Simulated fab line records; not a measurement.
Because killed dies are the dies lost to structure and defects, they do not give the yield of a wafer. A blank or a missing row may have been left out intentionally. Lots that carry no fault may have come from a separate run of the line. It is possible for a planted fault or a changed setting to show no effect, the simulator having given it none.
A lot that was struck, set against a sound lot ; flow sky130 ; 19 steps out of a route of 708
Sound: these wafers, L173.1, L173.3, L173.6. Struck: wafers L176.1, L176.2, L176.5. At the end, the cause is stated.
For every step that has rows: the tool of each side, followed by ch and its chambers, followed by its first start. Under that, the readings that differ: sound wafers ; struck wafers ; difference of the means ; sigmas: that difference in standard deviations of wafers without a fault.
alike: a reading whose means differ by less than 2 such deviations, as well as words and numbers matching on both sides. not compared: withheld readings; readings where some wafer has no value; bounds like >300 that might hide an equal value; numbers whose values overlap and for which the record gives no deviation.
A row with sigmas, a row that says differs or no value, or rows on one side alone: a step with any of these is where the two part. When numbers do not overlap yet have no deviation, they are printed without sigmas and do not part them. A reading that every wafer of one side lacks parts them only if that side has two wafers or more.

first, 6 steps without rows for these wafers: SKY_VIA4_ETCH_12 (etches SiO2 in C4F8/O2/Ar, stops on TiN, target depth 580 nm); SKY_VIA4_STRIP_13 (strips in O2/N2); SKY_VIA4_STRIP_14 (strips in post etch residue remover, time 1200 s); SKY_VIA4_CLEAN_15 (cleans in IPA, time 180 s); SKY_VIA4_CLEAN_16 (cleans in O3/DIW); SKY_VIA4_SPUTTER_17 (material TiN, target thk 20 nm, time 80 s).
SKY_VIA4_CVD_18: deposits W, target thk 505 nm, time 152.14 s.
  sound on cvd_w-01 ch 0,1, day 47 03:51; struck on cvd_w-01 ch 0,1, day 47 15:13
  alike: heater_power_w
SKY_VIA4_RS_MEAS_19: measurement is done with a four-point probe.
  sound: film_metro-03 at day 47 04:00; struck: film_metro-03 at day 47 15:22
  alike: VIA4_W_RS
SKY_VIA4_THK_MEAS_20: measures by xrf.
  sound: film_metro-03 at day 47 04:07; struck: film_metro-03 at day 47 15:29
  alike: VIA4_W_THK
then, 1 step without rows for these wafers: SKY_VIA4_CMP_21 (polishes, stops on SiO2, t overpolish 25 s, target thk 0 nm).
SKY_METAL5_SPUTTER_00: material Ti, target thk 15 nm, time 10 s.
  sound: pvd_sputter-02 at day 47 04:29; struck: pvd_sputter-03 at day 47 15:51
  alike: cathode_dc_power_W, chamber_pressure_pa, throttle_valve_pct
SKY_METAL5_SPUTTER_01: material TiN, target thk 20 nm, time 16.7 s.
  sound: pvd_sputter-02 at day 47 04:30; struck: pvd_sputter-03 at day 47 15:53
  alike: cathode_dc_power_W, chamber_pressure_pa, throttle_valve_pct
SKY_METAL5_SPUTTER_02: material AlCu, target thk 1150 nm, time 61.2 s.
  sound: pvd_sputter-02 at day 47 04:32; struck: pvd_sputter-03 at day 47 15:54
  no value came back on the struck wafers for cathode_dc_power_W (W), chamber_pressure_pa (Pa), throttle_valve_pct (%); on the sound wafers cathode_dc_power_W (W) reads 10598 10601 10600
SKY_METAL5_SPUTTER_03: material Ti, target thk 5 nm, time 3.3 s.
  sound: pvd_sputter-02 at day 47 04:35; struck: pvd_sputter-03 at day 47 15:57
  alike: cathode_dc_power_W, chamber_pressure_pa, throttle_valve_pct
SKY_METAL5_SPUTTER_04: material TiN, target thk 70 nm, time 58.3 s.
  sound: pvd_sputter-02 at day 47 04:36; struck: pvd_sputter-03 at day 47 15:58
  alike: cathode_dc_power_W, chamber_pressure_pa, throttle_valve_pct
SKY_METAL5_RS_MEAS_05: measurement is done with a four-point probe.
  sound: film_metro-03 at day 47 04:39; struck: film_metro-03 at day 47 16:01
reading;sound;struck;difference;sigmas
METAL5_ALCU_RS (ohm/sq);0.02753 0.02698 0.02695;8.7138 8.7533 8.7706;+8.7187;+99 or more
SKY_METAL5_THK_MEAS_06: measures by xrf.
  sound: film_metro-03 at day 47 04:46; struck: film_metro-03 at day 47 16:08
reading;sound;struck;difference;sigmas
METAL5_ALCU_THK (nm);1110 1129 1129;<1 <1 <1;differs;
then, 1 step without rows for these wafers: SKY_METAL5_DEHYDRATE_07 (time 60 s).
-- the record jumps here: 2 days lie between the struck wafers' starts before and after (it left off in module METAL5 and takes up again in module PAD_OPEN, whose first step shown is number 708 of the route) --
SKY_PAD_OPEN_PROBE_99:
  sound: prober-02 at day 49 15:13; struck: prober-01 at day 50 01:38
reading;sound;struck;difference;sigmas
defect_limited_yield (%);79.5 81.9 80.3;0 0 0;-81;-37
killed_at_M4_up;3 5 0;426 413 417;+416;+99 or more
killed_at_other;2 0 2;0 0 0;-1;-2
killed_dies;101 89 97;492 492 492;+396;+36
killed_on_rim;20 24 18;96 96 96;+75;+22
killed_open;49 57 53;31 37 43;-16;-2
sort_bin_5_function (%);13.0 10.6 12.0;93.5 92.9 93.5;+81.4;+48
sort_n_pass;391 403 395;0 0 0;-396;-36
sort_yield_pct (%);79.5 81.9 80.3;0 0 0;-81;-37
  alike: killed_at_M0_to_M3, killed_at_contacts, killed_at_front_end, killed_short, sort_bin_3_pad_short, sort_bin_6_memory

== WHERE THEY PART ==
At SKY_METAL5_SPUTTER_02 first; at SKY_PAD_OPEN_PROBE_99 last (within this record only).

WHY: what had been put in by the simulator
Step skipped in full: pvd_sputter-03, at SKY_METAL5_SPUTTER_02, from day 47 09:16 onward. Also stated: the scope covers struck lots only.
